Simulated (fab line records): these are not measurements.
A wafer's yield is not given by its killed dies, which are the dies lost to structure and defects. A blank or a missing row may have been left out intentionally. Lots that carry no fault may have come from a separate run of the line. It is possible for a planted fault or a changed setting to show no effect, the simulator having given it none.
fab line records | flow sky130
record lots=7 wafers=19 lastDay=50
route steps=708 shown CONTACT@418 METAL1@434 PAD_OPEN@708
lots that met no fault: from a run of the same line without faults
startH: hours from the record's first day to the start of the lot's first wafer shown | waitH: time in hours since the lot's previous step | " repeats the value in the row above | L1.1+2: a single row standing in for several wafers | - no value present, or no start provided | * or withheld: withheld | < > ~ a bound
route shown NAME@n: NAME is a module with steps in the file, n the number in the route of the first one | usual: average and standard deviation across the fault-free wafers | same: alike in all rows | chamber/n: place in a boat | sites: each site's reading | _std_site: how widely they spread, as a standard deviation | _edge_site: mean of outer sites minus mean of inner sites | radiusMm: for every site, how far away it sits from the centre of the wafer | mask NAME#n: copy n | behind: tool/chamber where the wafer was last shaped | hold: what put the lot on hold/how long, in hours/how the hold closed | device: whichever transistor did not switch (one of n, p or np) | end of line: the route-end tests of the same wafers | for a step that has no rows: nothing shown but its recipe | killed: dies that structure and defects cost at the first sort, which is not the same as the wafer's yield | map: a wafer's dies, x killed, . not, _ none there
set.NAME: the setting that was run; set.NAME@STEP: the one run at that earlier step | model.NAME: the simulator's own value behind a step, which no gauge read
a table for each step, a row for each wafer; lots at some steps of the route
services: the hour from which a tool's chamber was out of use, counted from the record's first day as startH (under 0 if before that day), plus the number of hours and why
## steps
# step SKY_CONTACT_PEB_12
# recipe pebTempC=withheld pebTimeS=withheld resist=KrF-thick
# step SKY_CONTACT_DEVELOP_13
# recipe developTimeS=60 resist=KrF-thick devTempC=21
# step SKY_CONTACT_CD_MEAS_14
# recipe targetCdNm=170
# usual cdNm=170.4/1.2
# columns lot.wafer tool chamber startH waitH cdNm
L702.1 cdSem-02 - 733.03 - 172.1
L702.3 " - " " 170.8
L702.4 " - " " 172.0
L705.1 cdSem-02 - 753.30 - 170.1
L705.2 " - " " 170.7
L705.3 " - " " 170.2
L710.3 cdSem-01 - 805.14 - 171.5
L710.5 " - " " 172.0
L710.6 " - " " 170.8
L711.1 cdSem-01 - 807.21 - 168.8
L711.2 " - " " 170.7
L711.4 " - " " 169.8
L712.2 cdSem-01 - 818.68 - 169.6
L712.3 " - " " 169.6
L713.3 cdSem-02 - 829.60 - 170.0
L713.6 " - " " 170.5
L725.2 cdSem-01 - 908.03 - 171.2
L725.4 " - " " 171.2
L725.6 " - " " 172.1
# step SKY_CONTACT_OVL_MEAS_15
# usual CONTACT_OVL=-3/4.3
# columns lot.wafer tool chamber startH waitH CONTACT_OVL[nm]
L702.1 overlay-01 - 733.15 0.1 -6
L702.3 " - " " -1
L702.4 " - " " -5
L705.1 overlay-02 - 753.42 0.1 3
L705.2 " - " " -11
L705.3 " - " " -7
L710.3 overlay-01 - 805.23 0.1 0
L710.5 " - " " -4
L710.6 " - " " -2
L711.1 overlay-01 - 807.33 0.1 -2
L711.2 " - " " 1
L711.4 " - " " -3
L712.2 overlay-02 - 818.78 0.1 -6
L712.3 " - " " -3
L713.3 overlay-02 - 829.69 0.1 0
L713.6 " - " " -3
L725.2 overlay-01 - 908.17 0.1 -6
L725.4 " - " " -3
L725.6 " - " " -3
# step SKY_CONTACT_ETCH_16
# recipe chemistry=N2/H2 target=BARC ionEnergyEv=200 sourceW=500 biasW=100 pressureMtorr=30 n2FlowSccm=100 h2FlowSccm=200 stopOn=SiO2 timeS=45.9 targetDepthA=600
# usual drypumpMotorCurrentA=5.7/0.47 h2FlowSccm=199.9/0.64 oesProductAu=0.854/0.0057 throttleValvePct=13.226/0.0099
# columns lot.wafer tool chamber startH waitH drypumpMotorCurrentA h2FlowSccm oesProductAu rfHoursCounterH throttleValvePct
L702.1 rieDiel-03 3 733.18 0.0 5.8 199.0 0.861 13 13.247
L702.3 " 2 " " 5.3 200.3 0.851 7 13.217
L702.4 " 0 " " 6.5 200.5 0.867 4 13.229
L705.1 rieDiel-03 0 753.46 0.0 6.5 199.4 0.853 5 13.216
L705.2 " 2 " " 5.3 200.0 0.851 8 13.213
L705.3 " 3 " " 5.8 199.6 0.854 14 13.232
L710.3 rieDiel-01 3 805.26 0.0 5.9 199.5 0.859 15 13.224
L710.5 " 0 " " 5.2 201.1 0.851 - 13.239
L710.6 " 1 " " 5.8 200.0 0.854 - 13.219
L711.1 rieDiel-01 1 807.36 0.0 5.8 199.8 0.848 12 13.219
L711.2 " 2 " " 6.2 199.5 0.852 30 13.231
L711.4 " 0 " " 5.3 199.6 0.863 7 13.210
L712.2 rieDiel-03 3 818.81 0.0 5.8 200.0 0.853 16 13.235
L712.3 " 2 " " 5.3 200.0 0.846 10 13.213
L713.3 rieDiel-03 3 829.71 0.0 5.8 199.7 0.853 16 13.219
L713.6 " 1 " " 5.6 199.5 0.852 - 13.217
L725.2 rieDiel-03 3 908.20 0.0 5.8 200.4 0.865 19 13.224
L725.4 " 0 " " 6.5 200.3 0.856 10 13.234
L725.6 " 0 " " 6.5 200.8 0.861 - 13.220
# step SKY_CONTACT_ETCH_17
# recipe target=SiO2 chemistry=C4F8/O2/Ar stopOn=Si3N4 maskMaterial=KrF-thick sourceW=1500 biasW=1200 pressureMtorr=40 c4f8FlowSccm=withheld O2_flow_sccm=6 Ar_flow_sccm=300 timeS=withheld targetDepthA=3400
# usual oesProductAu=0.892/0.0046
# columns lot.wafer tool chamber startH waitH oesProductAu
L702.1 rieDiel-03 3 733.23 0.0 0.895
L702.3 " 2 " " 0.893
L702.4 " 0 " " 0.899
L705.1 rieDiel-03 0 753.50 0.0 0.894
L705.2 " 2 " " 0.890
L705.3 " 3 " " 0.892
L710.3 rieDiel-01 3 805.30 0.0 0.888
L710.5 " 0 " " 0.893
L710.6 " 1 " " 0.887
L711.1 rieDiel-01 1 807.40 0.0 0.898
L711.2 " 2 " " 0.890
L711.4 " 0 " " 0.891
L712.2 rieDiel-03 3 818.85 0.0 0.893
L712.3 " 2 " " 0.896
L713.3 rieDiel-03 3 829.75 0.0 0.893
L713.6 " 1 " " 0.884
L725.2 rieDiel-03 3 908.24 0.0 0.892
L725.4 " 0 " " 0.897
L725.6 " 0 " " 0.887
# step SKY_CONTACT_ETCH_18
# recipe target=Si3N4 chemistry=CHF3/O2 stopOn=TiN sourceW=600 biasW=200 pressureMtorr=40 chf3FlowSccm=50 O2_flow_sccm=5 timeS=39 targetDepthA=750
# usual drypumpMotorCurrentA=5.7/0.47 oesProductAu=0.856/0.0079 throttleValvePct=8.794/0.0099
# columns lot.wafer tool chamber startH waitH drypumpMotorCurrentA oesProductAu rfHoursCounterH throttleValvePct
L702.1 rieDiel-03 3 - - 5.8 0.855 13 8.786
L702.3 " 2 " " 5.3 0.850 7 8.792
L702.4 " 0 " " 6.5 0.851 4 8.799
L705.1 rieDiel-03 0 - - 6.5 0.854 5 8.778
L705.2 " 2 " " 5.3 0.860 8 8.798
L705.3 " 3 " " 5.8 0.850 14 8.796
L710.3 rieDiel-01 3 - - 5.9 0.844 15 8.772
L710.5 " 0 " " 5.2 0.853 - 8.814
L710.6 " 1 " " 5.8 0.859 - 8.802
L711.1 rieDiel-01 1 - - 5.8 0.855 12 8.785
L711.2 " 2 " " 6.2 0.859 30 8.796
L711.4 " 0 " " 5.2 0.854 7 8.808
L712.2 rieDiel-03 3 - - 5.8 0.842 16 8.781
L712.3 " 2 " " 5.3 0.848 10 8.801
L713.3 rieDiel-03 3 - - 5.7 0.859 16 8.802
L713.6 " 1 " " 5.6 0.859 - 8.809
L725.2 rieDiel-03 3 - - 5.8 0.859 19 8.782
L725.4 " 0 " " 6.5 0.863 10 8.809
L725.6 " 0 " " 6.5 0.856 - 8.797
# step SKY_CONTACT_STRIP_19
# recipe chemistry=O2/N2 powerW=1400 pressureMtorr=1500 platenTempC=withheld o2FlowSccm=3000 n2FlowSccm=300 overashFraction=0.5
# usual drypumpMotorCurrentA=5.5/0.52 oesProductAu=0.381/0.0046 stripTimeToEndpointS=3.629/0.028
# columns lot.wafer tool chamber startH waitH drypumpMotorCurrentA oesProductAu rfHoursCounterH stripTimeToEndpointS
L702.1 plasmaAsher-02 0 733.32 - 4.9 0.379 91 3.627
L702.3 " 1 " " 5.6 0.380 - 3.650
L702.4 " 0 " " 4.9 0.365 - 3.620
L705.1 plasmaAsher-03 1 753.59 - 5.4 0.379 1 3.559
L705.2 " 0 " " 6.4 0.376 1 3.586
L705.3 " 0 " " 6.5 0.379 - 3.626
L710.3 plasmaAsher-03 1 805.42 - 5.4 0.383 - 3.640
L710.5 " 1 " " 5.4 0.373 - 3.609
L710.6 " 0 " " 6.4 0.381 - 3.588
L711.1 plasmaAsher-02 0 807.49 - 4.9 0.382 99 3.594
L711.2 " 1 " " 5.6 0.377 99 3.590
L711.4 " 0 " " 4.9 0.381 - 3.625
L712.2 plasmaAsher-03 0 818.94 - 6.4 0.380 8 3.608
L712.3 " 0 " " 6.4 0.385 - 3.687
L713.3 plasmaAsher-03 0 829.88 - 6.5 0.384 - 3.650
L713.6 " 0 " " 6.5 0.381 - 3.589
L725.2 plasmaAsher-02 1 908.37 - 5.6 0.380 111 3.622
L725.4 " 0 " " 4.9 0.381 - 3.628
L725.6 " 1 " " 5.6 0.382 - 3.629
# step SKY_CONTACT_STRIP_20
# recipe chemistry=postEtchResidueRemover timeS=1200 tempC=72.5
# step SKY_CONTACT_CLEAN_21
# recipe chemistry=IPA timeS=180 tempC=25
# step SKY_CONTACT_CLEAN_22
# recipe chemistry=O3/DIW dry=n2Spin
# step SKY_CONTACT_SPUTTER_23
# recipe material=TiN targetThkNm=20 chamberPressurePa=5 powerW=4000 timeS=80
# step SKY_CONTACT_CVD_24
# recipe material=W targetThkNm=340 timeS=102.12 tempC=400 pressureTorr=40
# usual heaterPowerW=967/86
# columns lot.wafer tool chamber startH waitH heaterPowerW model.W_of_CONTACT_CVD_24.thkNm
L702.1 cvdW-01 1 733.97 0.0 960 340.4
L702.3 " 0 " " 1078 344.1
L702.4 " 1 " " 915 339.7
L705.1 cvdW-02 0 754.24 0.0 884 338.5
L705.2 " 1 " " 889 336.8
L705.3 " 0 " " 859 336.5
L710.3 cvdW-01 1 806.08 0.1 934 340.5
L710.5 " 1 " " 954 340.7
L710.6 " 0 " " 1111 242.1
L711.1 cvdW-02 1 808.15 0.0 891 344.7
L711.2 " 0 " " 869 338.1
L711.4 " 1 " " 887 340.4
L712.2 cvdW-01 1 819.60 0.0 939 242.1
L712.3 " 0 " " 1087 340.1
L713.3 cvdW-01 0 830.55 0.1 1080 334.4
L713.6 " 1 " " 941 234.5
L725.2 cvdW-02 1 909.19 0.1 913 341.5
L725.4 " 1 " " 907 340.9
L725.6 " 0 " " 870 345.2
# step SKY_CONTACT_RS_MEAS_25
# recipe thkMeasGauge=four-point-probe reads=W_of_CONTACT_CVD_24+TiN_of_CONTACT_SPUTTER_23
# usual CONTACT_W_RS=0.337/0.0032
# columns lot.wafer tool chamber startH waitH hold CONTACT_W_RS[ohm/sq]
L702.1 filmMetro-02 - 734.08 0.1 - 0.338
L702.3 " - " " - 0.333
L702.4 " - " " - 0.339
L705.1 filmMetro-01 - 754.35 0.1 - 0.339
L705.2 " - " " - 0.341
L705.3 " - " " - 0.341
L710.3 filmMetro-04 - 806.20 0.1 awaitDispo/0.2h/release 0.337
L710.5 " - " " awaitDispo/0.2h/release 0.337
L710.6 " - " " awaitDispo/0.2h/release 0.476
L710.3 filmMetro-04 - 806.48 0.3 - 0.337
L710.5 " - " " - 0.337
L710.6 " - " " - 0.477
L711.1 filmMetro-04 - 808.26 0.1 - 0.333
L711.2 " - " " - 0.340
L711.4 " - " " - 0.337
L712.2 filmMetro-04 - 819.73 0.1 awaitDispo/0.2h/release 0.476
L712.3 " - " " awaitDispo/0.2h/release 0.337
L712.2 filmMetro-04 - 820.01 0.3 - 0.477
L712.3 " - " " - 0.338
L713.3 filmMetro-04 - 830.66 0.1 awaitDispo/0.2h/release 0.344
L713.6 " - " " awaitDispo/0.2h/release 0.491
L713.3 filmMetro-04 - 830.95 0.3 - 0.344
L713.6 " - " " - 0.493
L725.2 filmMetro-02 - 909.32 0.1 - 0.337
L725.4 " - " " - 0.338
L725.6 " - " " - 0.333
# step SKY_CONTACT_THK_MEAS_26
# recipe thkMeasGauge=xrf reads=W_of_CONTACT_CVD_24
# usual CONTACT_W_THK=343/3.7
# columns lot.wafer tool chamber startH waitH hold CONTACT_W_THK[nm]
L702.1 filmMetro-02 - 734.20 0.1 - 344
L702.3 " - " " - 350
L702.4 " - " " - 342
L705.1 filmMetro-01 - 754.47 0.1 - 342
L705.2 " - " " - 340
L705.3 " - " " - 339
L711.1 filmMetro-04 - 808.38 0.1 - 345
L711.2 " - " " - 341
L711.4 " - " " - 341
L710.3 filmMetro-04 - 812.92 6.4 awaitDispo/0.2h/release 342
L710.5 " - " " awaitDispo/0.2h/release 341
L710.6 " - " " awaitDispo/0.2h/release 241
L710.3 filmMetro-04 - 813.15 0.2 - 341
L710.5 " - " " - 344
L710.6 " - " " - 243
L712.2 filmMetro-04 - 826.16 6.1 awaitDispo/0.2h/release 242
L712.3 " - " " awaitDispo/0.2h/release 341
L712.2 filmMetro-04 - 826.39 0.2 - 243
L712.3 " - " " - 340
L713.3 filmMetro-04 - 835.13 4.2 awaitDispo/0.2h/release 334
L713.6 " - " " awaitDispo/0.2h/release 234
L713.3 filmMetro-04 - 835.36 0.2 - 335
L713.6 " - " " - 234
L725.2 filmMetro-02 - 909.43 0.1 - 347
L725.4 " - " " - 347
L725.6 " - " " - 351
# step SKY_CONTACT_CMP_27
# recipe stopOn=SiO2 tOverpolishS=15 downForcePsi=3.5 platenRpm=60 targetThkNm=0 padVelocityMS=0.94248
# usual motorCurrentA=11.1/1.2 slurryFilterDpKPa=13.51/0.14 timeToEndpointS=83/3.2
# columns lot.wafer tool chamber startH waitH hold motorCurrentA slurryFilterDpKPa timeToEndpointS
L702.1 cmp-02 1 734.31 0.1 - 10.5 13.43 80
L702.3 " 2 " " - 12.0 13.40 84
L702.4 " 3 " " - 11.3 13.77 82
L705.2 cmp-01 1 754.53 0.0 - 11.6 13.70 83
L705.3 " 2 " " - 9.8 13.70 89
L705.1 " 0 " " - 10.0 13.78 86
L711.1 cmp-01 1 808.49 0.1 - 13.9 13.55 76
L711.4 " 2 " " - 10.7 13.21 79
L711.2 " 3 " " - 10.8 13.59 81
L710.3 cmp-02 1 816.07 2.9 awaitDispo/2.9h/release 10.4 13.45 81
L710.6 " 1 " " awaitDispo/2.9h/release 10.5 13.68 56
L710.5 " 2 " " awaitDispo/2.9h/release 13.0 13.68 83
L712.3 cmp-01 3 829.07 2.7 awaitDispo/2.2h/release 10.5 13.72 86
L712.2 " 0 " " awaitDispo/2.2h/release 10.2 13.52 63
L713.3 cmp-01 1 841.60 6.2 awaitDispo/6.2h/release 13.1 13.55 83
L713.6 " 2 " " awaitDispo/6.2h/release 10.5 13.79 61
L725.2 cmp-02 1 909.48 0.0 - 9.8 13.50 82
L725.4 " 3 " " - 12.6 13.42 83
L725.6 " 1 " " - 10.0 13.60 85
# step SKY_METAL1_SPUTTER_00
# recipe material=Ti targetThkNm=15 powerW=3000 timeS=10 chamberPressurePa=0.4
# usual throttleValvePct=29.9/1.4
# columns lot.wafer tool chamber startH waitH throttleValvePct
L702.1 pvdSputter-03 - 734.56 0.2 31.8
L702.3 " - " " 31.1
L702.4 " - " " 32.1
L705.1 pvdSputter-04 - 754.83 0.1 28.4
L705.2 " - " " 29.4
L705.3 " - " " 28.4
L711.1 pvdSputter-03 - 808.74 0.2 31.8
L711.2 " - " " 31.6
L711.4 " - " " 31.8
L710.3 pvdSputter-02 - 816.37 0.2 29.2
L710.5 " - " " 30.4
L710.6 " - " " 28.7
L712.2 pvdSputter-02 - 829.37 0.2 28.5
L712.3 " - " " 28.4
L713.3 pvdSputter-04 - 841.90 0.2 28.5
L713.6 " - " " 29.2
L725.2 pvdSputter-02 - 909.78 0.2 28.8
L725.4 " - " " 28.9
L725.6 " - " " 28.6
# step SKY_PAD_OPEN_PROBE_99
# usual killed_at_M0_to_M3=42/7.1 killed_at_M4_up=3.3/1.9 killedAtContacts=24/5 killedAtFrontEnd=15/4.7 killedAtOther=0.3/0.61 killedDies=86/9.6 killedOpen=47/7.5 killedShort=38/6.6
# same grossDies=492 killedAtBackSide=0
# columns lot.wafer tool chamber startH waitH killed_at_M0_to_M3 killed_at_M4_up killedAtContacts killedAtFrontEnd killedAtOther killedDies killedOpen killedShort
L713.3 prober-01 - 1149.19 0.2 40 3 28 13 0 84 39 45
# killed by level:class
L713.3 CONTACT:geometricParticle:short=9 CONTACT:geometricParticle:open=8 VIA1:geometricParticle:open=8 METAL2:geometricParticle:short=7 METAL1:geometricParticle:short=6 VIA2:geometricParticle:open=5 LI_CONTACT:geometricParticle:short=4 LI_CONTACT:geometricParticle:open=4
## services
# columns tool chamber startH hours kind
rieDiel-01 - 725.40 2.8 pm
cvdW-02 - 730.74 2.8 pm
plasmaAsher-03 - 733.75 9.0 pm
cvdW-02 1 735.16 4.1 repair
cvdW-02 - 738.03 6.0 pm
cmp-01 - 744.11 4.0 pm
cmp-01 - 748.11 4.8 pm
cmp-02 - 754.37 5.1 repair
cvdW-02 0 755.47 18.5 repair
rieDiel-03 - 756.24 4.3 pm
rieDiel-03 1 771.71 8.4 repair
cvdW-01 - 773.64 2.8 pm
rieDiel-01 1 783.15 8.6 repair
rieDiel-03 - 793.74 2.8 pm
rieDiel-03 2 803.69 2.5 repair
plasmaAsher-03 - 807.92 1.5 repair
plasmaAsher-03 - 849.57 1.6 repair
rieDiel-03 2 859.13 13.1 repair
cmp-01 - 864.45 6.7 pm
rieDiel-03 0 866.71 5.2 repair
rieDiel-03 1 886.23 1.4 repair
plasmaAsher-03 - 896.06 14.6 pm
cvdW-01 - 904.00 14.0 pm
cmp-01 - 905.01 0.5 repair
## key
firstSign step=SKY_CONTACT_RS_MEAS_25 reading=visit direction=added
effect step=SKY_CONTACT_RS_MEAS_25 reading=CONTACT_W_RS direction=up sigmas=45 usual=0.337 struck=0.481
effect step=SKY_CONTACT_THK_MEAS_26 reading=visit direction=added
effect step=SKY_CONTACT_THK_MEAS_26 reading=CONTACT_W_THK direction=down sigmas=28 usual=343 struck=239
effect step=SKY_CONTACT_CMP_27 reading=timeToEndpointS direction=down sigmas=7.2 usual=* struck=*
modelEffect step=SKY_CONTACT_CVD_24 value=W_of_CONTACT_CVD_24.thkNm without=339.4 struck=239.6
metAt SKY_CONTACT_CVD_24
struckWafers L710.6,L712.2,L713.6
testerLeftOut L710,L712,L713
onsetBetween 733.97 806.08
fault kind=processParameterDrift tool=cvdW-01 chamber=- onsetH=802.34 steps=SKY_CONTACT_CVD_24 channel=targetThkNm offset=-100.1 shape=step endH=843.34 scope=struckWafersOnly actsIn=theseRecipesOnly stated=340
# testerLeftOut: of these lots the tester's yield and bins aren't shown, on N5 and GAA mostly nor the transistor test; their killed dies are dies lost to structure and defects alone, not to doping, threshold or leakage, so they don't give the yield
